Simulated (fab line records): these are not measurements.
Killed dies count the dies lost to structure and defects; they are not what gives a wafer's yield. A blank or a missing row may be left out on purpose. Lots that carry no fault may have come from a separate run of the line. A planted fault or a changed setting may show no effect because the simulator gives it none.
Chamber matching | flow sky130 | cmp-01 running SKY_VIA1_CMP_24: 4 sister chambers
The step polishes, stops on SiO2, t overpolish 15 s, target thk 0 nm. 4 wafers are shown with their chamber, then 9 later ones without.

WAFERS PAIRED WITH THEIR CHAMBERS
wafer  | chamber | time to endpoint s (s)
L557.6 | 1       | 60
L559.1 | 3       | 74
L559.3 | 2       | 71
L559.4 | 0       | 71

WAFERS WITHOUT THEIR CHAMBER
wafer  | time to endpoint s (s)
L561.2 | 67
L561.3 | 67
L561.6 | 67
L562.1 | 69
L562.2 | 69
L562.5 | 72
L566.2 | 59
L566.4 | 70
L566.5 | 60

THE CHAMBER EACH PASSED THROUGH
wafer  | from the rows above               | in truth
L561.2 | can't be placed: 0 or 2 or 1 or 3 | 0
L561.3 | can't be placed: 0 or 2 or 1 or 3 | 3
L561.6 | can't be placed: 0 or 2 or 1 or 3 | 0
L562.1 | can't be placed: 0 or 2 or 3      | 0
L562.2 | can't be placed: 0 or 2 or 3      | 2
L562.5 | can't be placed: 0 or 2 or 3      | 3
L566.2 | 1                                 | 1
L566.4 | can't be placed: 0 or 2 or 3      | 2
L566.5 | 1                                 | 1
2 of 9 placed correctly. Cannot be placed on the basis of these rows: 7; the candidates contain the true chamber in 7. Wrongly placed: 0.
How it was worked out, from the rows above alone: a wafer's distance from a chamber is the root of the sum, over the readings, of the square of ((its reading less the chamber's mean) divided by the reading's scatter). The wafer belongs to the nearest chamber; if the next one is less than 2 further off, it can't be placed. A chamber's mean is the mean of its shown wafers. The scatter (one wafer shown for each chamber): square how far every hidden wafer sits from the nearest shown wafer, average those squares and take the square root.
